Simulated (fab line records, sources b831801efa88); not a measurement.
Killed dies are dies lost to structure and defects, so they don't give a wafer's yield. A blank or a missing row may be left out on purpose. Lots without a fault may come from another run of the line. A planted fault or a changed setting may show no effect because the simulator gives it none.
fab line records | flow sky130 | part 2 of 2: steps 25 to 34 of 34
record lots=5 wafers=15 last_day=49
route steps=708 shown VT_ADJUST_HVTP@86 VT_ADJUST_LVTN@97 VT_ADJUST_NCORE@119
lots that met no fault: from a run of the same line without faults
start_h: hours from the record's first day to the start of the lot's first wafer shown | wait_h: hours since the lot's step before | " the same as in the row above | L1.1+2: a row that stands for several wafers | - no value, or no start given | * or withheld: withheld | < > ~ a bound
route shown NAME@n: a module of which the file shows steps, and the number in the route of the first | usual: mean/standard deviation of fault-free wafers | same: alike in all rows | chamber/n: place in a boat | sites: the reading at each site | _std_site: their standard deviation | _edge_site: outer sites' mean less inner sites' | radius_mm: how far each site lies from the wafer's centre | mask NAME#n: copy n | behind: the tool/chamber that last shaped the wafer | hold: why the lot was held/for how many hours/how that ended | device: the transistor (n, p or np) that didn't switch | end of line: the same wafers' tests at the end of the route | a step without rows: its recipe alone | killed: dies lost to structure and defects at the first sort, not the wafer's yield | map: a wafer's dies, x killed, . not, _ none there
set.NAME: the setting as run; set.NAME@STEP: as run at that earlier step | model.NAME: the simulator's own value behind a step, which no gauge read
lots at some steps of the route; a table a step, a row a wafer
services: from which hour (start_h, from the record's first day; less than 0 if before it) a tool's chamber was out of use, for how many hours, and why
## steps
# step SKY_VT_ADJUST_LVTN_COAT_13
# recipe resist=NOVOLAK spin_rpm=3000 resist_thk_nm=1140
# usual exhaust_pa=45.3/0.89 spin_speed_rpm=3000.0/2.2
# columns lot.wafer tool chamber start_h wait_h exhaust_pa spin_speed_rpm
L087.3 litho_track-02 0 251.22 0.1 46.1 3002.3
L087.5 " 0 " " 47.1 3003.6
L087.6 " 0 " " 46.3 2999.0
L088.1 litho_track-01 0 256.43 0.1 44.2 3002.5
L088.5 " 0 " " 43.7 2998.3
L088.6 " 0 " " 44.7 2995.1
L090.3 litho_track-02 0 263.92 0.1 45.7 3000.3
L090.4 " 0 " " 45.1 2999.9
L090.6 " 0 " " 45.3 2994.6
L091.2 litho_track-02 0 266.24 0.1 44.2 2996.8
L091.3 " 0 " " 45.2 3000.7
L091.4 " 0 " " 44.5 3001.8
L092.2 litho_track-04 0 277.59 0.1 46.2 2998.9
L092.4 " 0 " " 45.8 3000.6
L092.6 " 0 " " 46.8 3000.6
# step SKY_VT_ADJUST_LVTN_SOFTBAKE_14
# recipe temp_c=90 time_s=60 resist=NOVOLAK
# usual exhaust_pa=45.1/0.91
# columns lot.wafer tool chamber start_h wait_h exhaust_pa
L087.3 litho_track-02 0 251.37 0.1 45.2
L087.5 " 0 " " 44.0
L087.6 " 0 " " 45.6
L088.1 litho_track-01 0 256.58 0.1 45.2
L088.5 " 0 " " 45.4
L088.6 " 0 " " 44.7
L090.3 litho_track-02 0 264.07 0.1 45.2
L090.4 " 0 " " 45.6
L090.6 " 0 " " 46.0
L091.2 litho_track-02 0 266.39 0.1 44.5
L091.3 " 0 " " 44.4
L091.4 " 0 " " 43.8
L092.2 litho_track-04 0 277.74 0.1 46.2
L092.4 " 0 " " 45.1
L092.6 " 0 " " 46.1
# step SKY_VT_ADJUST_LVTN_EXPOSE_15
# recipe mask_id=HVN_STD_DERIVED na=0.6 source_shape=conventional sigma_outer=0.6 polarization=unpolarized target_cd_nm=600 dose_mj=163
# columns lot.wafer tool chamber start_h wait_h mask
L087.3+5+6 iline_stepper-01 0 - - HVN_STD_DERIVED#0
L088.1+5+6 iline_stepper-02 0 - - HVN_STD_DERIVED#0
L090.3+4+6 iline_stepper-02 0 - - HVN_STD_DERIVED#0
L091.2+3+4 iline_stepper-01 0 - - HVN_STD_DERIVED#0
L092.2+4+6 iline_stepper-01 0 - - HVN_STD_DERIVED#0
# step SKY_VT_ADJUST_LVTN_PEB_16
# recipe temp_c=withheld time_s=* resist=NOVOLAK
# usual exhaust_pa=45.0/0.72
# columns lot.wafer tool chamber start_h wait_h exhaust_pa
L087.3 litho_track-01 0 - - 45.3
L087.5 " 0 " " 45.1
L087.6 " 0 " " 45.9
L088.1 litho_track-04 0 - - 46.3
L088.5 " 0 " " 45.3
L088.6 " 0 " " 45.9
L090.3 litho_track-04 0 - - 44.5
L090.4 " 0 " " 45.8
L090.6 " 0 " " 45.3
L091.2 litho_track-01 0 - - 44.5
L091.3 " 0 " " 44.8
L091.4 " 0 " " 44.3
L092.2 litho_track-02 0 - - 45.6
L092.4 " 0 " " 45.2
L092.6 " 0 " " 45.7
# step SKY_VT_ADJUST_LVTN_DEVELOP_17
# recipe resist=NOVOLAK developer=TMAH develop_time_s=60 dev_temp_c=23
# usual exhaust_pa=44.9/0.82
# columns lot.wafer tool chamber start_h wait_h exhaust_pa
L087.3 litho_track-01 0 262.73 0.1 44.3
L087.5 " 0 " " 45.8
L087.6 " 0 " " 44.8
L088.1 litho_track-04 0 268.36 0.1 44.7
L088.5 " 0 " " 44.1
L088.6 " 0 " " 44.2
L090.3 litho_track-04 0 275.86 0.1 44.6
L090.4 " 0 " " 45.7
L090.6 " 0 " " 46.1
L091.2 litho_track-01 0 278.86 0.1 44.5
L091.3 " 0 " " 45.2
L091.4 " 0 " " 43.9
L092.2 litho_track-02 0 289.94 0.1 46.2
L092.4 " 0 " " 46.2
L092.6 " 0 " " 46.3
# step SKY_VT_ADJUST_LVTN_OVL_MEAS_18
# usual VT_ADJUST_LVTN_01_OVL=0.0/1.4
# columns lot.wafer tool chamber start_h wait_h VT_ADJUST_LVTN_01_OVL[nm]
L087.3 overlay-01 - 262.85 0.1 -1.9
L087.5 " - " " -1.2
L087.6 " - " " -2.5
L088.1 overlay-02 - 268.51 0.1 0.9
L088.5 " - " " 2.3
L088.6 " - " " 1.6
L090.3 overlay-01 - 275.97 0.1 2.6
L090.4 " - " " 2.2
L090.6 " - " " -0.9
L091.2 overlay-02 - 278.99 0.1 0.9
L091.3 " - " " 0.4
L091.4 " - " " -0.4
L092.2 overlay-01 - 290.07 0.1 1.8
L092.4 " - " " -1.8
L092.6 " - " " -1.2
# step SKY_VT_ADJUST_LVTN_IMPLANT_19
# recipe species=B energy_kev=30 dose_cm2=6.5e+11 tilt_deg=withheld
# usual beam_energy_keV=30.001/0.0086 dose_ions_cm2=6.501e+11/7.3e+08
# columns lot.wafer tool chamber start_h wait_h beam_energy_keV dose_ions_cm2
L087.3 implanter-03 0 262.92 0.1 29.997 6.497e+11
L087.5 " 0 " " 29.995 6.5e+11
L087.6 " 0 " " 29.988 6.504e+11
L088.1 implanter-02 0 268.55 0.0 30.002 6.495e+11
L088.5 " 0 " " 30.001 6.497e+11
L088.6 " 0 " " 30.017 6.495e+11
L090.3 implanter-02 0 276.05 0.1 29.993 6.501e+11
L090.4 " 0 " " 29.997 6.499e+11
L090.6 " 0 " " 30.011 6.494e+11
L091.2 implanter-02 0 279.04 0.0 30.004 6.503e+11
L091.3 " 0 " " 29.985 6.507e+11
L091.4 " 0 " " 29.994 6.491e+11
L092.2 implanter-02 0 290.13 0.0 30.002 6.507e+11
L092.4 " 0 " " 30.013 6.503e+11
L092.6 " 0 " " 30.010 6.505e+11
# step SKY_VT_ADJUST_LVTN_STRIP_20
# recipe chemistry=O2/N2 power_w=1400 pressure_mtorr=1500 platen_temp_c=withheld o2_flow_sccm=3000 n2_flow_sccm=300 overash_fraction=0.5
# usual drypump_motor_current_A=5.6/0.42 oes_product_au=0.716/0.004 strip_time_to_endpoint_s=14.18/0.043
# columns lot.wafer tool chamber start_h wait_h drypump_motor_current_A oes_product_au rf_hours_counter_h strip_time_to_endpoint_s
L087.3 plasma_asher-02 0 263.05 0.1 6.3 0.714 - 14.22
L087.5 " 1 " " 5.5 0.713 - 14.22
L087.6 " 0 " " 6.4 0.720 - 14.22
L088.1 plasma_asher-02 1 268.70 0.1 5.4 0.717 57 14.18
L088.5 " 0 " " 6.4 0.720 - 14.15
L088.6 " 1 " " 5.4 0.712 - 14.18
L090.3 plasma_asher-02 1 276.18 0.1 5.4 0.715 - 14.22
L090.4 " 0 " " 6.4 0.718 - 14.20
L090.6 " 1 " " 5.4 0.718 - 14.16
L091.2 plasma_asher-02 1 279.17 0.1 5.4 0.713 58 14.26
L091.3 " 1 " " 5.4 0.711 - 14.21
L091.4 " 0 " " 6.4 0.712 - 14.22
L092.2 plasma_asher-03 1 290.25 0.1 5.4 0.714 59 14.25
L092.4 " 0 " " 5.3 0.713 - 14.20
L092.6 " 0 " " 5.3 0.710 - 14.22
# step SKY_VT_ADJUST_LVTN_TW_MEAS_21
# usual VT_ADJUST_LVTN_2_TW=185.0/1.1
# columns lot.wafer tool chamber start_h wait_h VT_ADJUST_LVTN_2_TW
L087.3 film_metro-02 - 263.14 0.1 184.8
L087.5 " - " " 184.1
L087.6 " - " " 184.9
L088.1 film_metro-03 - 268.80 0.1 185.9
L088.5 " - " " 185.0
L088.6 " - " " 185.8
L090.3 film_metro-02 - 276.27 0.1 185.0
L090.4 " - " " 184.8
L090.6 " - " " 183.9
L091.2 film_metro-03 - 279.28 0.1 185.8
L091.3 " - " " 184.9
L091.4 " - " " 186.8
L092.2 film_metro-01 - 290.36 0.1 186.0
L092.4 " - " " 185.8
L092.6 " - " " 185.8
# step SKY_VT_ADJUST_NCORE_DEHYDRATE_00
# recipe temp_c=200 time_s=60
# usual exhaust_pa=45.0/0.89
# columns lot.wafer tool chamber start_h wait_h exhaust_pa
L087.3 litho_track-02 0 274.72 11.6 45.1
L087.5 " 0 " " 44.7
L087.6 " 0 " " 44.0
L088.1 litho_track-02 0 280.72 11.9 45.0
L088.5 " 0 " " 45.2
L088.6 " 0 " " 45.0
L090.3 litho_track-02 0 288.07 11.8 45.0
L090.4 " 0 " " 45.1
L090.6 " 0 " " 43.5
L091.2 litho_track-03 0 291.56 12.3 46.1
L091.3 " 0 " " 45.9
L091.4 " 0 " " 44.8
L092.2 litho_track-02 0 302.29 11.9 43.5
L092.4 " 0 " " 45.9
L092.6 " 0 " " 44.1
## services
# columns tool chamber start_h hours kind
plasma_asher-01 - 186.65 1.4 repair
plasma_asher-02 - 195.14 12.6 repair
implanter-02 - 207.17 0.7 repair
plasma_asher-03 - 217.27 15.6 pm
iline_stepper-02 - 239.94 1.7 pm
plasma_asher-04 - 242.65 4.0 pm
iline_stepper-02 - 250.04 6.5 repair
implanter-01 - 263.70 150.8 pm
iline_stepper-02 0 270.53 - calibration
implanter-03 - 283.46 12.4 pm
iline_stepper-01 - 291.32 - consumable_replace:lamp
implanter-04 - 294.35 4.1 repair
